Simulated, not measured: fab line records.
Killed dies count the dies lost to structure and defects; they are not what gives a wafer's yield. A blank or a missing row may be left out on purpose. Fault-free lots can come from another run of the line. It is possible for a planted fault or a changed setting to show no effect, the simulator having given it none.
Problem report in the 8D (eight disciplines) form, filled by code    flow gf180mcu    the parts of the form that need people (team, actions taken, sign-off) are left out

1. THE PROBLEM
MIM_ALCU_RS at GF_MIM_RS_MEAS_10 reads a mean of 0.2487 ohm/sq on 1 wafer of 1 lot; wafers without a fault read 0.1601 ohm/sq with a standard deviation of 0.0016. Measured from the usual mean, that is +55 standard deviations.
The step: measures by four-point-probe.
Seen first at day 28 06:41 on filmMetro-02, wafer L780.3. At this step, 30 wafers from 10 lots have a number in the record. The rule behind "out" and "out of limits": a value lying over 4 standard deviations away from the usual mean. Any other wafer with a number is counted as sound.

2. WHAT IT IS; WHAT IT IS NOT
question                     is                 is not
which readings at this step  MIM_ALCU_RS        -
which lots                   L780               L768, L771, L772, L773, L775, L779, L787, L788, L791
which wafers of those lots   L780.3             L780.4, L780.6
read on which gauges         filmMetro-02       filmMetro-04
when                         from day 28 06:41  up to then (17 sound wafers); but 12 sound wafers of L779, L787, L788, L791 came after

3. THE SUSPECTS, EACH WITH WHAT RULES IT OUT
Counting: a tool at a process step up to the reading stays a suspect if it ran every lot that is out. Sound lots after the first of them don't rule it out here, since some wafers of a struck lot are sound.
- the gauge at GF_MIM_RS_MEAS_10 is ruled out. All the wafers that are out were read on filmMetro-02, but those of them that GF_MIM_METAL_ETCH_19 has rows for are out there too, on other tools.
- pvdSputter-03 at GF_MIM_SPUTTER_08 (material AlCu, target thk 200 nm, time 10.6 s): kept. It processed L780, the lot that is out, at day 28 06:35, and its most recent sound lot before then was L775 at day 27 01:55.
After counting, what remains is pvdSputter-03 at GF_MIM_SPUTTER_08.

4. THE CAUSE (what the simulator had put in)
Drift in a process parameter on pvdSputter-03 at GF_MIM_SPUTTER_08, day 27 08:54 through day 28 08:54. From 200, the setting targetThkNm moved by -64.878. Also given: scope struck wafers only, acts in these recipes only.
Only this tool survived the counting.

5. THE EFFECT CHAIN, in route order
Rows list readings where the struck wafers' mean (over those with a number) sits beyond 3 standard deviations from the usual. Only readings for which the record gives a usual standard deviation are gone through. hours: the time from each lot's start at the first step in this table that gives one to its start at this step, as a median over the lots. sigmas: the change in usual standard deviations.
hours  step                  reading           usual          on struck wafers  change   sigmas
0      GF_MIM_RS_MEAS_10     MIM_ALCU_RS       0.1601 ohm/sq  0.2487            +0.0886  +55
2      GF_MIM_THK_MEAS_11    MIM_ALCU_THK      196.6 nm       128.5             -68.1    -32
18     GF_MIM_METAL_ETCH_19  oesProductAu      0.941 a.u.     0.800             -0.141   -22
18     GF_MIM_METAL_ETCH_19  throttleValvePct  28.283 %       28.426            +0.143   +15
Here are the process steps it includes:
- GF_MIM_METAL_ETCH_19: etches the open film in Cl2/BCl3, stops on Si3N4, target depth 324.5 nm, time 54.1 s.
Later steps that measure or inspect, where all struck wafers having a row at the step show a number for every such reading and not one has moved that far: GF_M5_CD_MEAS_07.

6. WHAT WOULD HAVE CAUGHT IT SOONER
Counted from the fault's start at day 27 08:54, it took 22 hours until the first out-of-limits reading at a measuring or inspecting step in this record, taken at day 28 06:41.
Tool readings at GF_MIM_SPUTTER_08 with a usual standard deviation given in the record: none out on any struck wafer, hence no alarm at a limit of 4 standard deviations on them.
By day 28 06:41 the whole set of lots that are out, 1 in number, had already begun GF_MIM_SPUTTER_08 on pvdSputter-03. Tool hold at that time: it would have spared none of them.
